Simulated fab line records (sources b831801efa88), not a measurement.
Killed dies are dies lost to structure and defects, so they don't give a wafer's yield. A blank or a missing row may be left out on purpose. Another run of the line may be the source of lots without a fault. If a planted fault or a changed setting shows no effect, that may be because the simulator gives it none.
Chamber matching    flow sky130    4 sister chambers for SKY_FIELD_ISO_CMP_27 on cmp-02
The step polishes, stops on Si3N4, t overpolish 16 s, target thk 457.8 nm. 4 wafers are shown with their chamber, then 12 later ones without.

## EACH WAFER AND ITS CHAMBER
wafer   chamber  motorCurrentA (A)
L089.1  3        12.0
L090.3  0        10.2
L090.4  2        12.6
L090.5  1        12.0

## WAFERS WITHOUT THEIR CHAMBER
wafer   motorCurrentA (A)
L092.1  12.6
L092.5  9.6
L092.6  11.6
L094.2  12.1
L094.3  12.7
L094.4  12.8
L095.1  12.1
L095.4  12.6
L095.5  12.8
L097.1  10.6
L097.3  11.8
L097.4  12.0

## WHICH CHAMBER EACH WENT THROUGH
wafer    from the rows above            in truth
L092.1   2                              2
L092.5   0                              0
L092.6   can't be placed: 1 or 3        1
L094.2   can't be placed: 1 or 3 or 2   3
L094.3   2                              2
L094.4   2                              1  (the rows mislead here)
L095.1   can't be placed: 1 or 3 or 2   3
L095.4   2                              2
L095.5   2                              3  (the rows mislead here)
L097.1   0                              0
L097.3   can't be placed: 1 or 3        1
L097.4   can't be placed: 1 or 3        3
Correctly placed: 5 of 12. From these rows, 5 cannot be placed; in 5 the true chamber is one of the candidates. Number placed wrongly: 2.
How it was worked out, from the rows above alone: a wafer's distance from a chamber is the root of the sum, over the readings, of the square of ((its reading less the chamber's mean) divided by the reading's scatter). If the next closest chamber is less than 2 further off than the closest, the wafer can't be placed; otherwise it belongs to the closest. For every chamber, the mean is computed from those of its wafers that are shown. The scatter: root of mean squared gap, hidden wafer to nearest shown wafer, with one shown wafer a chamber.
